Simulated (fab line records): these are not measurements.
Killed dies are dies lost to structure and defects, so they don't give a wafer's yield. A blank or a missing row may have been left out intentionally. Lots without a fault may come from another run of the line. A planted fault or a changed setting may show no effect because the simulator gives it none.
Chamber matching -- flow sky130 -- SKY_VIA1_CMP_02 on cmp-01: 4 sister chambers
The step polishes SiO2. 18 wafers are shown with their chamber, then 9 later ones without.

== WAFERS PAIRED WITH THEIR CHAMBERS ==
wafer,chamber,motor_current_A (A),edge_zone_pressure_frac,retaining_ring_pressure_frac
L763.1,3,12.8,1.000,1.007
L763.2,0,13.1,1.001,1.000
L763.4,1,13.0,0.996,0.987
L764.2,2,12.9,1.004,0.996
L764.4,1,13.2,1.005,1.010
L764.6,1,14.1,1.001,1.000
L768.1,2,12.8,0.992,0.997
L768.2,3,12.7,0.996,0.999
L768.5,3,13.0,1.007,0.999
L769.1,3,13.0,0.996,0.987
L769.2,2,13.7,0.995,0.996
L769.5,0,12.5,1.000,0.995
L770.1,3,13.0,0.997,1.011
L770.2,0,13.0,0.999,1.004
L770.6,3,13.9,0.999,1.012
L771.2,3,12.7,1.006,0.999
L771.3,0,12.8,0.998,1.003
L771.5,0,12.0,0.998,1.000

SIGNATURES (means of the wafers above)
reading,chamber 0,chamber 1,chamber 2,chamber 3,scatter within a chamber
motor_current_A,12.680,13.433,13.133,13.014,0.462
edge_zone_pressure_frac,0.99920,1.00067,0.99700,1.00014,0.00425
retaining_ring_pressure_frac,1.00040,0.99900,0.99633,1.00200,0.00743
Rule: a wafer's distance from a chamber is the root of the sum, over the readings, of the square of ((its reading less the chamber's mean) divided by the reading's scatter). If the next closest chamber is less than 2 further off than the closest, the wafer can't be placed; otherwise it belongs to the closest. The scatter: the root of (the sum of the squares of (reading less its chamber's mean) over the shown wafers, divided by (wafers less chambers)).

== WAFERS WHOSE CHAMBER IS MISSING ==
wafer,motor_current_A (A),edge_zone_pressure_frac,retaining_ring_pressure_frac
L774.1,13.5,1.004,0.997
L774.3,13.7,0.995,0.994
L774.4,13.1,1.005,1.000
L779.1,13.6,1.002,1.002
L779.5,12.8,0.997,1.004
L779.6,12.8,0.997,1.010
L781.1,12.6,0.991,1.008
L781.3,13.5,0.999,1.003
L781.6,12.1,1.000,1.004

== WHICH CHAMBER EACH WENT THROUGH ==
wafer,from the rows above,in truth
L774.1,can't be placed: 1 or 3 or 2 or 0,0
L774.3,can't be placed: 2 or 1 or 3 or 0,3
L774.4,can't be placed: 3 or 1 or 0 or 2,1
L779.1,can't be placed: 1 or 3 or 2 or 0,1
L779.5,can't be placed: 0 or 3 or 2 or 1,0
L779.6,can't be placed: 3 or 0 or 2 or 1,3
L781.1,can't be placed: 0 or 2 or 3 or 1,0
L781.3,can't be placed: 1 or 3 or 2 or 0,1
L781.6,can't be placed: 0 or 3 or 2 or 1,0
Correctly placed: 0 of 9. From these rows, 9 cannot be placed; in 9 the true chamber is one of the candidates. Number placed wrongly: 0.
